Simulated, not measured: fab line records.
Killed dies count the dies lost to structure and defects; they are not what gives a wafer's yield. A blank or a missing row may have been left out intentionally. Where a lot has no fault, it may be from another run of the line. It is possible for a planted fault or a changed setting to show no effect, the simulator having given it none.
fab line records ; flow sky130
record: lots: 12; wafers: 36; lastDay: 50
route steps=708 shown RES_PROTECT@214 POLY_GATE@227 LDD_N@241 PAD_OPEN@708
lots that met no fault: from a run of the same line without faults
startH: hours from the record's opening day to when the first of the lot's shown wafers began ; waitH: how many hours have passed since the lot's step before this one ; " as in the row above ; L1.1+2: a row that stands for several wafers ; - no value present, or no start provided ; * or withheld: withheld ; < > ~ a bound
route shown NAME@n: names a module that has steps shown in the file, with the first one's number in the route ; usual: the fault-free wafers' mean and standard deviation ; same: alike in all rows ; chamber/n: place in a boat ; sites: each site's reading ; _std_site: their standard deviation ; _edge_site: inner sites' mean taken away from outer sites' mean ; radiusMm: for every site, how far away it sits from the centre of the wafer ; mask NAME#n: copy n ; behind: the last tool/chamber to shape the wafer ; hold: reason for holding the lot/hours on hold/outcome of the hold ; device: names the non-switching transistor (n, p or np) ; end of line: at the end of the route, the tests of the same wafers ; for a step that has no rows: nothing shown but its recipe ; killed: count of dies lost to structure and defects at first sort (not the wafer's yield) ; map: a wafer's dies, marking killed ones x, the rest . and places with no die _
set.NAME: the setting that was run; set.NAME@STEP: the one run at that earlier step ; model.NAME: the simulator's own value behind a step, which no gauge read
steps of the route over a sample of lots; a table a step, a row a wafer
services: the hour from which a tool's chamber was out of use, counted from the record's first day as startH (under 0 if before that day), plus the number of hours and why
== steps ==
step: SKY_RES_PROTECT_STRIP_07
recipe: chemistry: O2/N2; powerW: 1400; pressureMtorr: 1500; platenTempC: withheld; o2FlowSccm: 3000; n2FlowSccm: 300; overashFraction: 0.5
usual: drypumpMotorCurrentA: 5.60/0.22; oesProductAu: 0.518/0.0041; stripTimeToEndpointS: 23.31/0.035
same: overashFraction: 0.5
lot.wafer;tool;chamber;startH;waitH;drypumpMotorCurrentA;oesProductAu;rfHoursCounterH;stripTimeToEndpointS
L162.2;plasmaAsher-04;0;364.68;0.1;5.67;0.519;72;23.35
L162.3;plasmaAsher-04;1;364.68;0.1;5.98;0.521;-;23.31
L162.5;plasmaAsher-04;0;364.68;0.1;5.69;0.523;-;23.33
L163.1;plasmaAsher-01;0;370.28;0.1;5.59;0.523;26;23.24
L163.4;plasmaAsher-01;0;370.28;0.1;5.57;0.516;-;23.25
L163.5;plasmaAsher-01;1;370.28;0.1;5.46;0.513;-;23.21
L164.1;plasmaAsher-04;0;377.66;0.1;5.69;0.521;73;23.32
L164.4;plasmaAsher-04;1;377.66;0.1;5.91;0.514;-;23.34
L164.6;plasmaAsher-04;1;377.66;0.1;5.93;0.524;-;23.35
L165.1;plasmaAsher-02;1;386.01;0.1;5.24;0.523;66;23.33
L165.3;plasmaAsher-02;1;386.01;0.1;5.26;0.514;-;23.33
L165.5;plasmaAsher-02;1;386.01;0.1;5.23;0.513;-;23.37
L166.3;plasmaAsher-04;0;392.54;0.1;5.67;0.518;-;23.29
L166.5;plasmaAsher-04;0;392.54;0.1;5.68;0.512;-;23.24
L166.6;plasmaAsher-04;1;392.54;0.1;6.00;0.514;-;23.30
L168.2;plasmaAsher-01;1;415.18;0.1;5.46;0.518;31;23.28
L168.5;plasmaAsher-01;0;415.18;0.1;5.56;0.519;-;23.24
L168.6;plasmaAsher-01;1;415.18;0.1;5.47;0.518;-;23.29
L170.3;plasmaAsher-01;0;433.44;0.1;5.57;0.524;-;23.29
L170.5;plasmaAsher-01;1;433.44;0.1;5.46;0.519;-;23.31
L170.6;plasmaAsher-01;0;433.44;0.1;5.57;0.518;-;23.27
L173.1;plasmaAsher-04;0;454.13;0.1;5.66;0.521;2;23.30
L173.2;plasmaAsher-04;1;454.13;0.1;5.97;0.515;2;23.30
L173.4;plasmaAsher-04;0;454.13;0.1;5.66;0.518;-;23.29
L176.1;plasmaAsher-01;1;491.06;0.1;5.45;0.517;39;23.27
L176.2;plasmaAsher-01;0;491.06;0.1;5.59;0.518;39;23.32
L176.5;plasmaAsher-01;1;491.06;0.1;5.42;0.524;-;23.31
L178.2;plasmaAsher-02;1;497.58;0.1;5.18;0.511;78;23.30
L178.3;plasmaAsher-02;0;497.58;0.1;5.76;0.516;-;23.32
L178.4;plasmaAsher-02;1;497.58;0.1;5.21;0.520;-;23.34
L179.1;plasmaAsher-02;1;505.53;0.1;5.22;0.525;78;23.29
L179.2;plasmaAsher-02;0;505.53;0.1;5.75;0.523;78;23.36
L179.6;plasmaAsher-02;1;505.53;0.1;5.25;0.517;-;23.31
L183.2;plasmaAsher-04;0;537.78;0.1;5.64;0.521;10;23.32
L183.4;plasmaAsher-04;0;537.78;0.1;5.64;0.524;-;23.32
L183.5;plasmaAsher-04;1;537.78;0.1;5.96;0.516;-;23.28
step: SKY_RES_PROTECT_TW_MEAS_08
usual: POLY_GATE_TW: 4014/44
lot.wafer;tool;chamber;startH;waitH;POLY_GATE_TW
L162.2;filmMetro-01;-;364.79;0.1;4081
L162.3;filmMetro-01;-;364.79;0.1;4054
L162.5;filmMetro-01;-;364.79;0.1;4081
L163.1;filmMetro-02;-;370.38;0.1;3993
L163.4;filmMetro-02;-;370.38;0.1;4020
L163.5;filmMetro-02;-;370.38;0.1;4000
L164.1;filmMetro-01;-;377.76;0.1;4074
L164.4;filmMetro-01;-;377.76;0.1;4103
L164.6;filmMetro-01;-;377.76;0.1;4080
L165.1;filmMetro-02;-;386.11;0.1;3997
L165.3;filmMetro-02;-;386.11;0.1;3992
L165.5;filmMetro-02;-;386.11;0.1;3982
L166.3;filmMetro-02;-;392.63;0.1;3970
L166.5;filmMetro-02;-;392.63;0.1;3979
L166.6;filmMetro-02;-;392.63;0.1;3993
L168.2;filmMetro-04;-;415.29;0.1;3982
L168.5;filmMetro-04;-;415.29;0.1;3956
L168.6;filmMetro-04;-;415.29;0.1;3967
L170.3;filmMetro-02;-;433.53;0.1;3974
L170.5;filmMetro-02;-;433.53;0.1;3975
L170.6;filmMetro-02;-;433.53;0.1;3968
L173.1;filmMetro-02;-;454.23;0.1;4007
L173.2;filmMetro-02;-;454.23;0.1;3979
L173.4;filmMetro-02;-;454.23;0.1;3997
L176.1;filmMetro-01;-;491.16;0.1;4078
L176.2;filmMetro-01;-;491.16;0.1;4058
L176.5;filmMetro-01;-;491.16;0.1;4046
L178.2;filmMetro-04;-;497.69;0.1;3991
L178.3;filmMetro-04;-;497.69;0.1;4007
L178.4;filmMetro-04;-;497.69;0.1;3973
L179.1;filmMetro-01;-;505.63;0.1;4055
L179.2;filmMetro-01;-;505.63;0.1;4064
L179.6;filmMetro-01;-;505.63;0.1;4069
L183.2;filmMetro-01;-;537.89;0.1;4101
L183.4;filmMetro-01;-;537.89;0.1;4106
L183.5;filmMetro-01;-;537.89;0.1;4081
step: SKY_POLY_GATE_CD_MEAS_13
recipe: targetCdNm: 150
usual: cdNm: 149.7/1.5
lot.wafer;tool;chamber;startH;waitH;cdNm
L162.2;cdSem-02;-;396.11;-;148.2
L162.3;cdSem-02;-;396.11;-;147.9
L162.5;cdSem-02;-;396.11;-;146.7
L163.1;cdSem-02;-;401.31;-;150.8
L163.4;cdSem-02;-;401.31;-;148.5
L163.5;cdSem-02;-;401.31;-;150.3
L164.1;cdSem-02;-;408.92;-;149.9
L164.4;cdSem-02;-;408.92;-;149.0
L164.6;cdSem-02;-;408.92;-;148.9
L165.1;cdSem-02;-;417.16;-;148.0
L165.3;cdSem-02;-;417.16;-;149.5
L165.5;cdSem-02;-;417.16;-;150.1
L166.3;cdSem-02;-;424.41;-;148.9
L166.5;cdSem-02;-;424.41;-;147.5
L166.6;cdSem-02;-;424.41;-;148.1
L168.2;cdSem-02;-;448.18;-;151.6
L168.5;cdSem-02;-;448.18;-;151.9
L168.6;cdSem-02;-;448.18;-;150.5
L170.3;cdSem-01;-;467.30;-;149.9
L170.5;cdSem-01;-;467.30;-;150.5
L170.6;cdSem-01;-;467.30;-;149.7
L173.1;cdSem-02;-;487.11;-;149.9
L173.2;cdSem-02;-;487.11;-;148.9
L173.4;cdSem-02;-;487.11;-;149.6
L176.1;cdSem-02;-;523.97;-;150.8
L176.2;cdSem-02;-;523.97;-;150.6
L176.5;cdSem-02;-;523.97;-;151.9
L178.2;cdSem-02;-;530.14;-;150.3
L178.3;cdSem-02;-;530.14;-;148.5
L178.4;cdSem-02;-;530.14;-;148.0
L179.1;cdSem-02;-;539.38;-;147.2
L179.2;cdSem-02;-;539.38;-;147.8
L179.6;cdSem-02;-;539.38;-;147.1
L183.2;cdSem-01;-;569.79;-;150.5
L183.4;cdSem-01;-;569.79;-;149.6
L183.5;cdSem-01;-;569.79;-;149.6
step: SKY_LDD_N_EXPOSE_04
recipe: maskId: NTM; targetCdNm: 840; na: 0.6; sourceShape: conventional; sigmaOuter: 0.6; doseMj: 110
usual: stageVelMmS: 499.98/0.26
lot.wafer;tool;chamber;startH;waitH;mask;stageVelMmS
L162.2;ilineStepper-02;0;413.99;-;NTM#0;499.93
L162.3;ilineStepper-02;0;413.99;-;NTM#0;500.27
L162.5;ilineStepper-02;0;413.99;-;NTM#0;500.07
L163.1;ilineStepper-02;0;419.98;-;NTM#0;500.24
L163.4;ilineStepper-02;0;419.98;-;NTM#0;500.04
L163.5;ilineStepper-02;0;419.98;-;NTM#0;500.11
L164.1;ilineStepper-01;0;426.79;-;NTM#0;499.88
L164.4;ilineStepper-01;0;426.79;-;NTM#0;500.04
L164.6;ilineStepper-01;0;426.79;-;NTM#0;499.88
L165.1;ilineStepper-01;0;434.83;-;NTM#0;499.70
L165.3;ilineStepper-01;0;434.83;-;NTM#0;499.82
L165.5;ilineStepper-01;0;434.83;-;NTM#0;499.78
L166.3;ilineStepper-01;0;441.41;-;NTM#0;500.18
L166.5;ilineStepper-01;0;441.41;-;NTM#0;500.22
L166.6;ilineStepper-01;0;441.41;-;NTM#0;500.39
L168.2;ilineStepper-02;0;465.90;-;NTM#0;500.39
L168.5;ilineStepper-02;0;465.90;-;NTM#0;499.82
L168.6;ilineStepper-02;0;465.90;-;NTM#0;500.24
L170.3;ilineStepper-01;0;485.17;-;NTM#0;499.83
L170.5;ilineStepper-01;0;485.17;-;NTM#0;499.74
L170.6;ilineStepper-01;0;485.17;-;NTM#0;500.18
L173.1;ilineStepper-01;0;504.18;-;NTM#0;500.21
L173.2;ilineStepper-01;0;504.18;-;NTM#0;500.35
L173.4;ilineStepper-01;0;504.18;-;NTM#0;499.92
L176.1;ilineStepper-02;0;541.30;-;NTM#0;500.03
L176.2;ilineStepper-02;0;541.30;-;NTM#0;500.12
L176.5;ilineStepper-02;0;541.30;-;NTM#0;500.10
L178.2;ilineStepper-02;0;547.60;-;NTM#0;500.02
L178.3;ilineStepper-02;0;547.60;-;NTM#0;499.91
L178.4;ilineStepper-02;0;547.60;-;NTM#0;500.36
L179.1;ilineStepper-02;0;557.08;-;NTM#0;499.76
L179.2;ilineStepper-02;0;557.08;-;NTM#0;499.88
L179.6;ilineStepper-02;0;557.08;-;NTM#0;499.83
L183.2;ilineStepper-02;0;586.82;-;NTM#0;500.13
L183.4;ilineStepper-02;0;586.82;-;NTM#0;500.06
L183.5;ilineStepper-02;0;586.82;-;NTM#0;500.09
step: SKY_LDD_N_OVL_MEAS_07
usual: LDD_N_OVL: 0.3/1.4
lot.wafer;tool;chamber;startH;waitH;LDD_N_OVL[nm]
L162.2;overlay-02;-;428.49;0.1;2.3
L162.3;overlay-02;-;428.49;0.1;4.7
L162.5;overlay-02;-;428.49;0.1;4.6
L163.1;overlay-02;-;434.87;0.1;-0.1
L163.4;overlay-02;-;434.87;0.1;1.2
L163.5;overlay-02;-;434.87;0.1;-0.3
L164.1;overlay-02;-;441.93;0.1;2.4
L164.4;overlay-02;-;441.93;0.1;1.0
L164.6;overlay-02;-;441.93;0.1;0.7
L165.1;overlay-02;-;449.88;0.1;0.0
L165.3;overlay-02;-;449.88;0.1;-1.2
L165.5;overlay-02;-;449.88;0.1;0.5
L166.3;overlay-02;-;457.29;0.1;-0.4
L166.5;overlay-02;-;457.29;0.1;1.0
L166.6;overlay-02;-;457.29;0.1;-0.3
L168.2;overlay-02;-;480.47;0.1;1.5
L168.5;overlay-02;-;480.47;0.1;1.5
L168.6;overlay-02;-;480.47;0.1;0.8
L170.3;overlay-02;-;500.73;0.1;2.6
L170.5;overlay-02;-;500.73;0.1;1.0
L170.6;overlay-02;-;500.73;0.1;2.5
L173.1;overlay-02;-;519.37;0.1;-0.2
L173.2;overlay-02;-;519.37;0.1;-0.8
L173.4;overlay-02;-;519.37;0.1;-1.9
L176.1;overlay-01;-;556.17;0.1;-58.9
L176.2;overlay-01;-;556.17;0.1;-57.7
L176.5;overlay-01;-;556.17;0.1;-58.0
L178.2;overlay-01;-;563.03;0.1;-58.7
L178.3;overlay-01;-;563.03;0.1;-57.8
L178.4;overlay-01;-;563.03;0.1;-58.4
L179.1;overlay-01;-;572.38;0.1;-59.0
L179.2;overlay-01;-;572.38;0.1;-59.8
L179.6;overlay-01;-;572.38;0.1;-57.6
L183.2;overlay-01;-;602.87;0.1;-59.0
L183.4;overlay-01;-;602.87;0.1;-60.2
L183.5;overlay-01;-;602.87;0.1;-59.3
step: SKY_PAD_OPEN_PROBE_99
usual: killed_at_M0_to_M3: 42/7.5; killed_at_M4_up: 3.2/1.7; killedAtContacts: 24/5.1; killedAtFrontEnd: 15/4.1; killedAtOther: 0.3/0.58; killedDies: 85/8.9; killedOpen: 46/6.4; killedShort: 39/6
same: grossDies: 492; killedAtBackSide: 0
lot.wafer;tool;chamber;startH;waitH;killed_at_M0_to_M3;killed_at_M4_up;killedAtContacts;killedAtFrontEnd;killedAtOther;killedDies;killedOpen;killedShort
L162.2;prober-01;-;1094.40;0.1;49;1;21;22;0;93;38;55
L162.3;prober-01;-;1094.45;0.2;45;3;23;26;1;98;54;44
L162.5;prober-01;-;1094.55;0.2;53;0;22;20;0;95;59;36
L163.1;prober-02;-;1098.37;0.1;53;3;30;19;0;105;62;43
L163.4;prober-02;-;1098.52;0.2;36;4;26;18;1;85;49;36
L163.5;prober-02;-;1098.57;0.2;49;2;21;13;1;86;48;38
L164.1;prober-01;-;1103.49;0.1;42;3;22;12;0;79;42;37
L164.4;prober-01;-;1103.64;0.2;47;2;20;12;0;81;45;36
L164.6;prober-01;-;1103.74;0.2;35;4;28;20;1;88;40;48
L165.1;prober-02;-;1110.24;0.1;27;2;20;23;0;72;38;34
L165.3;prober-02;-;1110.34;0.2;48;6;22;17;0;93;47;46
L165.5;prober-02;-;1110.44;0.2;33;3;22;18;0;76;38;38
L166.3;prober-01;-;1113.79;0.2;40;5;24;11;0;80;43;37
L166.5;prober-01;-;1113.89;0.2;50;2;19;16;0;87;43;44
L166.6;prober-01;-;1113.94;0.2;54;2;16;8;1;81;46;35
L168.2;prober-01;-;1130.81;0.1;38;1;28;15;1;83;48;35
L168.5;prober-01;-;1130.96;0.2;34;3;21;10;0;68;41;26
L168.6;prober-01;-;1131.01;0.2;50;2;23;16;0;91;44;47
L170.3;prober-02;-;1142.54;0.2;28;2;26;22;0;78;43;35
L170.5;prober-02;-;1142.64;0.2;32;4;23;14;0;73;33;40
L170.6;prober-02;-;1142.69;0.2;33;4;24;13;0;74;36;38
L173.1;prober-02;-;1154.01;0.1;54;2;19;10;0;85;45;40
L173.2;prober-02;-;1154.06;0.1;53;5;21;11;0;90;50;40
L173.4;prober-02;-;1154.16;0.2;49;3;26;13;0;91;51;39
L176.1;prober-02;-;1176.99;0.1;46;4;25;18;1;94;53;41
L176.2;prober-02;-;1177.04;0.1;39;1;21;15;1;77;43;33
L176.5;prober-02;-;1177.19;0.2;41;3;23;16;0;83;42;40
L178.2;prober-01;-;1177.40;0.1;39;4;24;12;0;79;41;38
L178.3;prober-01;-;1177.45;0.2;38;4;28;12;0;82;40;42
L178.4;prober-01;-;1177.50;0.2;45;6;23;11;2;87;51;36
L179.1;prober-02;-;1183.53;0.1;42;1;28;16;0;87;47;40
L179.2;prober-02;-;1183.58;0.1;47;4;14;11;0;76;43;33
L179.6;prober-02;-;1183.78;0.2;39;2;33;7;0;81;50;31
L183.2;prober-02;-;1198.49;0.1;56;2;21;17;0;96;55;41
L183.4;prober-02;-;1198.59;0.2;44;3;17;10;1;75;42;33
L183.5;prober-02;-;1198.64;0.2;38;1;20;17;0;76;48;27
killed by level:class
L162.2 VIA1:geometricParticle:short=12 POLY_GATE:geometricParticle:short=11 METAL2:geometricParticle:short=11 CONTACT:geometricParticle:open=8 LI_CONTACT:geometricParticle:open=7 VIA3:geometricParticle:open=6 FIELD_ISO:geometricParticle:short=5 CONTACT:geometricParticle:short=5
L162.3 VIA1:geometricParticle:open=13 LI_CONTACT:geometricParticle:open=8 FIELD_ISO:geometricParticle:short=7 VIA2:geometricParticle:open=7 CONTACT:geometricParticle:open=6 FIELD_ISO:geometricParticle:open=5 POLY_GATE:geometricParticle:open=5 CONTACT:geometricParticle:short=5
L162.5 VIA1:geometricParticle:open=14 CONTACT:geometricParticle:open=13 FIELD_ISO:geometricParticle:open=10 LI_CONTACT:geometricParticle:open=9 METAL2:geometricParticle:short=8 VIA3:geometricParticle:open=8 VIA1:geometricParticle:short=7 METAL1:geometricParticle:short=6
L163.1 VIA1:geometricParticle:open=14 LI_CONTACT:geometricParticle:open=11 CONTACT:geometricParticle:open=8 METAL1:geometricParticle:short=7 VIA1:geometricParticle:short=7 VIA2:geometricParticle:open=7 CONTACT:geometricParticle:short=5 METAL2:geometricParticle:short=5
L163.4 VIA1:geometricParticle:open=10 CONTACT:geometricParticle:open=8 FIELD_ISO:geometricParticle:open=6 POLY_GATE:geometricParticle:open=5 LI_CONTACT:geometricParticle:open=5 LOCAL_INTERCONNECT:geometricParticle:short=4 CONTACT:geometricParticle:short=4 METAL2:geometricParticle:short=4
L163.5 CONTACT:geometricParticle:open=9 VIA1:geometricParticle:open=9 METAL2:geometricParticle:short=8 VIA2:geometricParticle:open=8 VIA1:geometricParticle:short=6 LI_CONTACT:geometricParticle:open=5 POLY_GATE:geometricParticle:short=4 POLY_GATE:geometricParticle:open=4
L164.1 VIA1:geometricParticle:open=9 CONTACT:geometricParticle:open=8 METAL2:geometricParticle:short=8 VIA1:geometricParticle:short=6 LI_CONTACT:geometricParticle:open=5 VIA3:geometricParticle:open=5 FIELD_ISO:geometricParticle:open=4 LI_CONTACT:geometricParticle:short=4
L164.4 CONTACT:geometricParticle:open=11 VIA3:geometricParticle:open=8 VIA1:geometricParticle:open=8 VIA1:geometricParticle:short=6 CONTACT:geometricParticle:short=5 METAL1:geometricParticle:open=5 VIA2:geometricParticle:open=5 FIELD_ISO:geometricParticle:short=4
L164.6 CONTACT:geometricParticle:short=8 CONTACT:geometricParticle:open=8 METAL2:geometricParticle:short=7 VIA1:geometricParticle:open=6 LI_CONTACT:geometricParticle:open=5 METAL1:geometricParticle:short=5 FIELD_ISO:geometricParticle:short=4 POLY_GATE:geometricParticle:open=4
L165.1 FIELD_ISO:geometricParticle:open=9 LI_CONTACT:geometricParticle:open=8 POLY_GATE:geometricParticle:short=6 METAL1:geometricParticle:short=5 CONTACT:geometricParticle:open=5 FIELD_ISO:geometricParticle:short=4 VIA1:geometricParticle:open=4 CONTACT:geometricParticle:short=4
L165.3 CONTACT:geometricParticle:open=9 METAL1:geometricParticle:short=9 VIA3:geometricParticle:open=7 VIA2:geometricParticle:open=7 LI_CONTACT:geometricParticle:open=5 VIA1:geometricParticle:open=5 VIA3:geometricParticle:short=5 METAL4:geometricParticle:short=5
L165.5 CONTACT:geometricParticle:open=9 VIA1:geometricParticle:open=9 METAL2:geometricParticle:short=7 FIELD_ISO:geometricParticle:short=6 CONTACT:geometricParticle:short=6 POLY_GATE:geometricParticle:open=4 LI_CONTACT:geometricParticle:open=4 VIA2:geometricParticle:open=4
L166.3 CONTACT:geometricParticle:open=8 METAL2:geometricParticle:short=7 LI_CONTACT:geometricParticle:open=6 LI_CONTACT:geometricParticle:short=5 METAL2:geometricParticle:open=5 METAL3:geometricParticle:short=5 VIA3:geometricParticle:open=5 LOCAL_INTERCONNECT:geometricParticle:short=4
L166.5 METAL2:geometricParticle:short=10 FIELD_ISO:geometricParticle:short=8 VIA1:geometricParticle:open=8 VIA3:geometricParticle:open=8 CONTACT:geometricParticle:open=8 VIA2:geometricParticle:open=6 METAL1:geometricParticle:short=5 CONTACT:geometricParticle:short=4
L166.6 VIA3:geometricParticle:open=10 METAL2:geometricParticle:short=9 VIA2:geometricParticle:open=9 VIA1:geometricParticle:open=7 LI_CONTACT:geometricParticle:open=6 CONTACT:geometricParticle:open=5 VIA1:geometricParticle:short=5 VIA2:geometricParticle:short=5
L168.2 CONTACT:geometricParticle:open=9 VIA2:geometricParticle:open=8 LI_CONTACT:geometricParticle:open=6 LOCAL_INTERCONNECT:geometricParticle:short=6 VIA1:geometricParticle:open=6 METAL2:geometricParticle:short=5 FIELD_ISO:geometricParticle:open=4 CONTACT:geometricParticle:short=4
L168.5 VIA1:geometricParticle:open=13 CONTACT:geometricParticle:open=8 LI_CONTACT:geometricParticle:open=6 VIA1:geometricParticle:short=4 VIA3:geometricParticle:open=4 POLY_GATE:geometricParticle:open=3 POLY_GATE:geometricParticle:short=3 VIA2:geometricParticle:short=3
L168.6 VIA1:geometricParticle:open=14 CONTACT:geometricParticle:short=8 FIELD_ISO:geometricParticle:short=6 METAL1:geometricParticle:short=6 LOCAL_INTERCONNECT:geometricParticle:short=5 METAL2:geometricParticle:short=5 VIA3:geometricParticle:open=5 LI_CONTACT:geometricParticle:open=4
L170.3 CONTACT:geometricParticle:open=11 POLY_GATE:geometricParticle:open=7 LI_CONTACT:geometricParticle:open=6 VIA1:geometricParticle:short=6 FIELD_ISO:geometricParticle:short=5 POLY_GATE:geometricParticle:short=5 VIA1:geometricParticle:open=5 VIA2:geometricParticle:open=5
L170.5 METAL1:geometricParticle:short=7 POLY_GATE:geometricParticle:open=6 CONTACT:geometricParticle:open=6 VIA2:geometricParticle:open=6 LI_CONTACT:geometricParticle:open=5 CONTACT:geometricParticle:short=5 VIA1:geometricParticle:open=5 POLY_GATE:geometricParticle:short=4
L170.6 LI_CONTACT:geometricParticle:open=10 METAL2:geometricParticle:short=6 CONTACT:geometricParticle:open=6 METAL1:geometricParticle:short=6 POLY_GATE:geometricParticle:short=5 VIA1:geometricParticle:open=5 POLY_GATE:geometricParticle:open=4 VIA2:geometricParticle:open=4
L173.1 VIA1:geometricParticle:open=11 METAL1:geometricParticle:short=8 VIA2:geometricParticle:open=8 CONTACT:geometricParticle:open=7 VIA3:geometricParticle:open=7 CONTACT:geometricParticle:short=4 VIA3:geometricParticle:short=4 LI_CONTACT:geometricParticle:open=3
L173.2 CONTACT:geometricParticle:open=11 VIA1:geometricParticle:open=11 VIA1:geometricParticle:short=8 VIA2:geometricParticle:open=8 VIA3:geometricParticle:open=6 METAL1:geometricParticle:short=6 LI_CONTACT:geometricParticle:open=4 METAL3:geometricParticle:short=4
L173.4 CONTACT:geometricParticle:open=15 VIA1:geometricParticle:open=10 METAL2:geometricParticle:short=9 VIA2:geometricParticle:open=6 VIA3:geometricParticle:open=6 POLY_GATE:geometricParticle:short=5 VIA2:geometricParticle:short=5 LI_CONTACT:geometricParticle:open=4
L176.1 VIA1:geometricParticle:open=21 CONTACT:geometricParticle:open=9 VIA2:geometricParticle:open=6 FIELD_ISO:geometricParticle:open=5 CONTACT:geometricParticle:short=5 FIELD_ISO:geometricParticle:short=4 METAL2:geometricParticle:short=4 POLY_GATE:geometricParticle:open=4
L176.2 CONTACT:geometricParticle:open=11 VIA1:geometricParticle:open=7 FIELD_ISO:geometricParticle:short=6 VIA3:geometricParticle:open=6 POLY_GATE:geometricParticle:open=4 METAL1:geometricParticle:short=4 VIA1:geometricParticle:short=4 METAL2:geometricParticle:short=4
L176.5 VIA1:geometricParticle:short=7 CONTACT:geometricParticle:open=6 POLY_GATE:geometricParticle:open=6 CONTACT:geometricParticle:short=6 METAL2:geometricParticle:short=6 VIA1:geometricParticle:open=6 LI_CONTACT:geometricParticle:open=5 VIA3:geometricParticle:open=5
L178.2 CONTACT:geometricParticle:open=9 VIA3:geometricParticle:open=8 VIA1:geometricParticle:short=6 VIA2:geometricParticle:open=6 LOCAL_INTERCONNECT:geometricParticle:short=5 METAL1:geometricParticle:short=5 POLY_GATE:geometricParticle:short=4 POLY_GATE:geometricParticle:open=4
L178.3 CONTACT:geometricParticle:open=11 VIA1:geometricParticle:open=9 LOCAL_INTERCONNECT:geometricParticle:short=6 CONTACT:geometricParticle:short=6 METAL3:geometricParticle:short=6 FIELD_ISO:geometricParticle:short=5 VIA3:geometricParticle:open=5 FIELD_ISO:geometricParticle:open=4
L178.4 VIA1:geometricParticle:open=12 CONTACT:geometricParticle:open=11 LI_CONTACT:geometricParticle:open=6 VIA1:geometricParticle:short=6 METAL2:geometricParticle:short=6 METAL1:geometricParticle:short=5 VIA2:geometricParticle:open=5 VIA3:geometricParticle:open=5
L179.1 LI_CONTACT:geometricParticle:open=9 CONTACT:geometricParticle:open=9 VIA1:geometricParticle:open=9 METAL1:geometricParticle:short=7 FIELD_ISO:geometricParticle:short=6 POLY_GATE:geometricParticle:open=6 VIA1:geometricParticle:short=6 LOCAL_INTERCONNECT:geometricParticle:short=5
L179.2 VIA1:geometricParticle:open=13 VIA3:geometricParticle:open=9 CONTACT:geometricParticle:open=7 POLY_GATE:geometricParticle:short=6 VIA2:geometricParticle:open=6 VIA1:geometricParticle:short=5 METAL2:geometricParticle:short=4 FIELD_ISO:geometricParticle:short=3
L179.6 CONTACT:geometricParticle:open=13 VIA1:geometricParticle:open=12 VIA2:geometricParticle:open=7 LI_CONTACT:geometricParticle:open=6 CONTACT:geometricParticle:short=6 VIA1:geometricParticle:short=6 LOCAL_INTERCONNECT:geometricParticle:short=5 METAL1:geometricParticle:short=4
L183.2 VIA1:geometricParticle:open=12 CONTACT:geometricParticle:open=11 VIA2:geometricParticle:open=9 FIELD_ISO:geometricParticle:open=6 VIA2:geometricParticle:short=6 VIA3:geometricParticle:open=6 METAL1:geometricParticle:short=6 VIA1:geometricParticle:short=6
L183.4 VIA1:geometricParticle:open=8 CONTACT:geometricParticle:open=7 VIA2:geometricParticle:open=7 VIA1:geometricParticle:short=6 VIA3:geometricParticle:open=6 LI_CONTACT:geometricParticle:open=5 METAL1:geometricParticle:short=4 VIA2:geometricParticle:short=4
L183.5 VIA1:geometricParticle:open=12 CONTACT:geometricParticle:open=8 LI_CONTACT:geometricParticle:open=6 FIELD_ISO:geometricParticle:open=5 VIA1:geometricParticle:short=5 FIELD_ISO:geometricParticle:short=4 VIA3:geometricParticle:open=4 CONTACT:geometricParticle:short=4
== services ==
tool;chamber;startH;hours;kind
plasmaAsher-04;-;349.62;0.7;repair
plasmaAsher-04;-;358.22;2.4;repair
ilineStepper-02;-;364.35;1.7;pm
ilineStepper-01;-;368.02;1.7;pm
ilineStepper-01;0;390.91;-;calibration
ilineStepper-01;-;391.75;2.1;pm
ilineStepper-01;-;393.84;-;consumableReplace:lamp
ilineStepper-02;-;409.68;2.7;repair
plasmaAsher-04;-;421.25;9.0;pm
plasmaAsher-04;0;421.25;9.0;ventCycle
plasmaAsher-04;1;421.25;9.0;ventCycle
ilineStepper-01;-;422.34;2.0;repair
plasmaAsher-04;0;430.25;-;clean
plasmaAsher-04;1;430.25;-;clean
plasmaAsher-04;-;432.81;1.9;repair
ilineStepper-01;-;448.95;22.1;repair
ilineStepper-02;0;460.22;-;calibration
ilineStepper-01;-;471.06;8.9;pm
ilineStepper-02;-;562.55;3.8;repair
ilineStepper-02;-;582.53;1.7;pm
ilineStepper-01;-;586.20;1.7;pm
== key ==
firstSign: step: SKY_LDD_N_OVL_MEAS_07; reading: LDD_N_OVL; direction: down; sigmas: 43; usual: 0.3; struck: -58.7
effect none on later readings
metAt SKY_LDD_N_EXPOSE_04
struckLots L176,L178,L179,L183
testerLeftOut L176,L178,L179,L183
notActingAt SKY_RES_PROTECT_STRIP_07,SKY_RES_PROTECT_TW_MEAS_08,SKY_POLY_GATE_CD_MEAS_13
onsetBetween 465.90 541.30
alsoFits time
fault: kind: scannerMatchingOverlay; tool: ilineStepper-02; chamber: -; onsetH: 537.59; steps: SKY_LDD_N_EXPOSE_04; offset: -58.557
testerLeftOut: of these lots the tester's yield and bins aren't shown, on N5 and GAA mostly nor the transistor test; their killed dies are dies lost to structure and defects alone, not to doping, threshold or leakage, so they don't give the yield
